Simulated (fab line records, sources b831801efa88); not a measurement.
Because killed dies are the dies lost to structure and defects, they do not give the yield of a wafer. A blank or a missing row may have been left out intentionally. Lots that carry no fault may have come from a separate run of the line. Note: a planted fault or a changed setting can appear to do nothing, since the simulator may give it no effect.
Which tool did it? | flow sky130 | 14 lots with 42 wafers sampled at 5 steps, on a route of 708 steps

WHAT THE GAUGES READ, wafer by wafer
SKY_POLY_GATE_OVL_MEAS_14. Usual: for POLY_GATE_OVL the level is 5 nm and the standard deviation is 5.2.
lot  | measured     | on         | POLY_GATE_OVL (nm) | flag
L173 | day 16 11:11 | overlay-02 | 3 7 -1             | 
L174 | day 17 00:29 | overlay-01 | 8 16 10            | 
L175 | day 17 00:44 | overlay-02 | 6 -5 5             | 
L176 | day 17 11:03 | overlay-01 | 3 6 4              | 
L177 | day 17 19:05 | overlay-01 | 2 10 14            | 
L178 | day 17 22:47 | overlay-02 | 10 9 7             | 
L185 | day 21 04:33 | overlay-02 | 10 9 14            | 
L186 | day 21 13:30 | overlay-02 | 9 1 3              | 
L189 | day 22 10:05 | overlay-02 | 12 8 5             | 
L188 | day 22 11:38 | overlay-02 | 7 6 6              | 
L192 | day 24 00:12 | overlay-01 | 3 -4 -7            | 
L194 | day 24 00:34 | overlay-01 | 6 14 2             | 
L195 | day 24 07:03 | overlay-01 | 4 -4 4             | 
L196 | day 24 11:55 | overlay-01 | 10 3 8             | 

SKY_POLY_GATE_THK_MEAS_21. Usual: for POLY_GATE_OXIDATION_THK the level is 4.05 nm and the standard deviation is 0.082.
lot  | measured     | on           | POLY_GATE_OXIDATION_THK (nm) | flag
L173 | day 16 18:20 | filmMetro-02 | 4.04 4.08 4.03               | 
L174 | day 17 07:58 | filmMetro-01 | 4.19 4.17 4.09               | 
L175 | day 17 07:58 | filmMetro-02 | 4.03 4.11 4.13               | 
L176 | day 17 22:00 | filmMetro-02 | 4.08 4.05 4.00               | 
L177 | day 17 22:01 | filmMetro-03 | 4.13 4.13 4.09               | 
L178 | day 18 06:11 | filmMetro-03 | 4.03 4.02 3.97               | 
L185 | day 21 06:13 | filmMetro-03 | 3.98 4.05 4.15               | 
L186 | day 21 15:10 | filmMetro-02 | 3.97 4.02 4.00               | 
L189 | day 22 11:53 | filmMetro-03 | 3.88 3.81 3.85               | 
L188 | day 22 13:19 | filmMetro-01 | 4.10 4.08 4.05               | 
L192 | day 24 01:52 | filmMetro-01 | 3.98 4.06 4.00               | 
L194 | day 24 03:09 | filmMetro-02 | 4.17 4.22 4.12               | 
L195 | day 24 08:43 | filmMetro-01 | 4.09 3.98 4.02               | 
L196 | day 24 13:37 | filmMetro-02 | 4.12 4.12 4.07               | 

SKY_LDD_P_OVL_MEAS_08. Usual: for LDD_P_OVL the level is -0.4 nm and the standard deviation is 1.2.
lot  | measured     | on         | LDD_P_OVL (nm) | flag
L173 | day 19 03:41 | overlay-01 | -1.9 -2.1 -2.4 | 
L174 | day 19 18:41 | overlay-02 | -0.8 -0.5 -0.2 | 
L175 | day 19 19:25 | overlay-02 | -1.5 -1.6 -1.4 | 
L176 | day 20 09:50 | overlay-02 | -0.1 -0.2 1.0  | 
L177 | day 20 10:08 | overlay-01 | -1.9 -1.9 -2.0 | 
L178 | day 20 19:19 | overlay-02 | -0.8 -2.7 -1.7 | 
L185 | day 23 19:50 | overlay-02 | -1.5 -0.1 -2.2 | 
L186 | day 24 05:23 | overlay-02 | -0.1 0.9 1.2   | 
L189 | day 25 01:51 | overlay-02 | 0.2 -1.9 0.7   | 
L188 | day 25 03:04 | overlay-02 | -0.3 0.5 0.9   | 
L192 | day 26 14:05 | overlay-01 | 0.2 -0.3 -1.6  | 
L194 | day 26 15:22 | overlay-02 | 0.3 0.3 0.7    | 
L195 | day 26 20:41 | overlay-01 | 0.0 0.5 -0.4   | 
L196 | day 27 00:35 | overlay-02 | 0.2 1.7 -0.4   | 

SKY_LDD_HVN_TW_MEAS_10. Usual: for LDD_HVN_TW the level is 1435 and the standard deviation is 11.
lot  | measured     | on           | LDD_HVN_TW     | flag
L173 | day 20 10:47 | filmMetro-01 | 1421 1421 1421 | 
L174 | day 21 01:04 | filmMetro-03 | 1445 1434 1435 | 
L175 | day 21 02:28 | filmMetro-01 | 1410 1422 1412 | 
L176 | day 21 16:55 | filmMetro-03 | 1436 1435 1445 | 
L177 | day 21 17:13 | filmMetro-02 | 1433 1430 1432 | 
L178 | day 22 02:41 | filmMetro-01 | 1425 1420 1424 | 
L185 | day 25 03:06 | filmMetro-02 | 1430 1354 1424 | 
L186 | day 25 11:49 | filmMetro-02 | 1435 1359 1432 | 
L189 | day 26 07:25 | filmMetro-01 | 1450 1449 1448 | 
L188 | day 26 08:38 | filmMetro-01 | 1448 1444 1448 | 
L192 | day 27 17:25 | filmMetro-01 | 1454 1452 1453 | 
L194 | day 27 18:56 | filmMetro-01 | 1446 1445 1448 | 
L195 | day 28 00:06 | filmMetro-03 | 1418 1422 1422 | 
L196 | day 28 04:05 | filmMetro-01 | 1459 1453 1448 | 

EACH LOT AND THE TOOL THAT RAN IT (in order: tool; ch and the chambers of the sampled wafers; start)
lot  | SKY_LDD_HVN_IMPLANT_08
L173 | implanter-02 ch 0, day 20 10:32
L174 | implanter-04 ch 0, day 21 00:49
L175 | implanter-01 ch 0, day 21 02:13
L176 | implanter-01 ch 0, day 21 16:40
L177 | implanter-04 ch 0, day 21 16:58
L178 | implanter-02 ch 0, day 22 02:26
L185 | implanter-01 ch 0, day 25 02:51
L186 | implanter-01 ch 0, day 25 11:34
L189 | implanter-02 ch 0, day 26 07:10
L188 | implanter-02 ch 0, day 26 08:23
L192 | implanter-02 ch 0, day 27 17:10
L194 | implanter-04 ch 0, day 27 18:43
L195 | implanter-01 ch 0, day 27 23:51
L196 | implanter-02 ch 0, day 28 03:52
- SKY_LDD_HVN_IMPLANT_08

AS READ BY THE TOOLS THEMSELVES (means over the sampled wafers that have a number; for cases with no such wafer, the mark the record gives instead)
The record holds no such reading with a usual standard deviation.

THE ANSWER, worked out from the rows above alone
Rule: take the mean of a lot's wafers that have a number; if it is more than 3 standard deviations from the usual mean, the lot is off. Also off: a lot with no number at a reading for which 4 or more lots have one. Where the step has rows for the other lots, those lots are counted as sound. After the gauges, taken in route order, come the tools' own readings; for these a lot's mean is taken, as printed above. The first step at which some lot is off is used, and at that step the reading that is off furthest; a lot without a number counts as furthest.
No lot is off on any of the readings shown, so nothing can be concluded from this.

WHAT THE SIMULATOR HAD PUT IN
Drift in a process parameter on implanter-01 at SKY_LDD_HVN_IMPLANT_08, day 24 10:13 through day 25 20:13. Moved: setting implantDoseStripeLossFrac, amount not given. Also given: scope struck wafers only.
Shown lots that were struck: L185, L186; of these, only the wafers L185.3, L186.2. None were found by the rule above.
